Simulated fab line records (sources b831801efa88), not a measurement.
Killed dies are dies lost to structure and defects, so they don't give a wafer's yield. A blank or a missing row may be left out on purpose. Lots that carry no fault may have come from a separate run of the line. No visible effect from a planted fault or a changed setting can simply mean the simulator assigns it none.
Shared-tool check -- flow sky130 -- 14 lots, 42 wafers sampled

## WHY IT WAS OPENED
Of 14 lots, 2 have the reading VT_ADJUST_HVTP_TW flagged at SKY_VT_ADJUST_HVTP_TW_MEAS_11. No-fault wafers: 1362, standard deviation 10.
Rule: flag the lot when none of its wafers has a number, or when each of its wafers that has one lies beyond 4 standard deviations from that mean. As for the other lots, they are considered sound.

lot,measured,on,"VT_ADJUST_HVTP_TW, wafer by wafer",flag
L172,day 6 12:07,film-metro-01,1374 1381 1372,
L174,day 6 20:58,film-metro-01,1384 1375 1376,
L175,day 7 02:07,film-metro-04,1361 1355 1363,
L176,day 7 08:52,film-metro-04,30 30 30,FLAGGED
L177,day 7 14:59,film-metro-02,30 30 30,FLAGGED
L179,day 8 01:58,film-metro-04,1356 1362 1367,
L184,day 9 11:17,film-metro-04,1355 1360 1354,
L185,day 9 15:12,film-metro-01,1370 1368 1372,
L186,day 10 05:42,film-metro-02,1356 1350 1354,
L188,day 10 15:54,film-metro-02,1355 1351 1356,
L189,day 10 21:36,film-metro-04,1356 1357 1358,
L191,day 11 08:22,film-metro-01,1361 1374 1375,
L192,day 11 16:06,film-metro-01,1367 1370 1367,
L194,day 12 19:07,film-metro-01,1372 1373 1371,
The numbers of the flagged lots are 30 on average: -1332 against the usual, or -99 or more standard deviations.

## TOOL THAT RAN EACH LOT
2 process steps preceding the reading are held in the record, out of 708 steps in the route. Every cell lists first the tool, next ch and the chambers used by the sampled wafers, and last the start.
lot,flag,SKY_NWELL_STRIP_25,SKY_VT_ADJUST_HVTP_STRIP_10
L172,,"plasma-asher-02 ch 0,1, day 5 17:44","plasma-asher-04 ch 0,1, day 6 12:01"
L174,,"plasma-asher-02 ch 0,1, day 6 03:05","plasma-asher-04 ch 0,1, day 6 20:52"
L175,,"plasma-asher-02 ch 0,1, day 6 07:42","plasma-asher-04 ch 0,1, day 7 02:01"
L176,FLAGGED,"plasma-asher-03 ch 0,1, day 6 13:15","plasma-asher-01 ch 0,1, day 7 08:46"
L177,FLAGGED,"plasma-asher-03 ch 0,1, day 6 19:25","plasma-asher-02 ch 0,1, day 7 14:53"
L179,,"plasma-asher-02 ch 0,1, day 7 04:33","plasma-asher-01 ch 0,1, day 8 01:52"
L184,,"plasma-asher-02 ch 1, day 8 12:54","plasma-asher-02 ch 0,1, day 9 11:10"
L185,,"plasma-asher-03 ch 0, day 8 17:27","plasma-asher-01 ch 0,1, day 9 15:05"
L186,,"plasma-asher-01 ch 0,1, day 9 07:16","plasma-asher-01 ch 0,1, day 10 05:35"
L188,,"plasma-asher-03 ch 0, day 9 16:42","plasma-asher-04 ch 0,1, day 10 15:47"
L189,,"plasma-asher-01 ch 0, day 9 22:45","plasma-asher-01 ch 0,1, day 10 21:29"
L191,,"plasma-asher-01 ch 0,1, day 10 08:01","plasma-asher-04 ch 0,1, day 11 08:16"
L192,,"plasma-asher-01 ch 0,1, day 10 15:40","plasma-asher-02 ch 0,1, day 11 16:00"
L194,,"plasma-asher-01 ch 0,1, day 11 17:27","plasma-asher-01 ch 0, day 12 19:01"
These steps, and what they do:
- SKY_NWELL_STRIP_25: strips in O2/N2.
- SKY_VT_ADJUST_HVTP_STRIP_10: strips in O2/N2.
- SKY_VT_ADJUST_HVTP_TW_MEAS_11

## FLAGGED AGAINST TOTAL, ONE TOOL AT A TIME (gauges that did the reading follow at the end)
step,tool,lots run,flagged,share of the flagged lots,sound lots run after its first flagged lot
SKY_NWELL_STRIP_25,plasma-asher-01,5,0,none,-
SKY_NWELL_STRIP_25,plasma-asher-02,5,0,none,-
SKY_NWELL_STRIP_25,plasma-asher-03,4,2,all,"2 (L185,L188)"
SKY_VT_ADJUST_HVTP_STRIP_10,plasma-asher-01,6,1,some,"5 (L179,L185,L186,L189,L194)"
SKY_VT_ADJUST_HVTP_STRIP_10,plasma-asher-02,3,1,some,"2 (L184,L192)"
SKY_VT_ADJUST_HVTP_STRIP_10,plasma-asher-04,5,0,none,-
SKY_VT_ADJUST_HVTP_TW_MEAS_11,film-metro-01,6,0,none,-
SKY_VT_ADJUST_HVTP_TW_MEAS_11,film-metro-02,3,1,some,"2 (L186,L188)"
SKY_VT_ADJUST_HVTP_TW_MEAS_11,film-metro-04,5,1,some,"3 (L179,L184,L189)"

## WHAT THE TABLE PERMITS
Rows of the table that ran each flagged lot: 1, that is plasma-asher-03 at SKY_NWELL_STRIP_25.
- plasma-asher-03 at SKY_NWELL_STRIP_25 ran 4 lots, 2 of them flagged. Lots that were sound ran on it after the first flagged one (L185, L188); a persistent fault on the entire tool would not allow that. On the flagged lots its readings are blank where sound lots have values: chamber-pressure-mTorr, drypump-motor-current-A, oes-product-au, strip-time-to-endpoint-s.
Not one row of the table ran every flagged lot while running no sound lot after the first.

## WHAT THE SIMULATOR HAD PUT IN
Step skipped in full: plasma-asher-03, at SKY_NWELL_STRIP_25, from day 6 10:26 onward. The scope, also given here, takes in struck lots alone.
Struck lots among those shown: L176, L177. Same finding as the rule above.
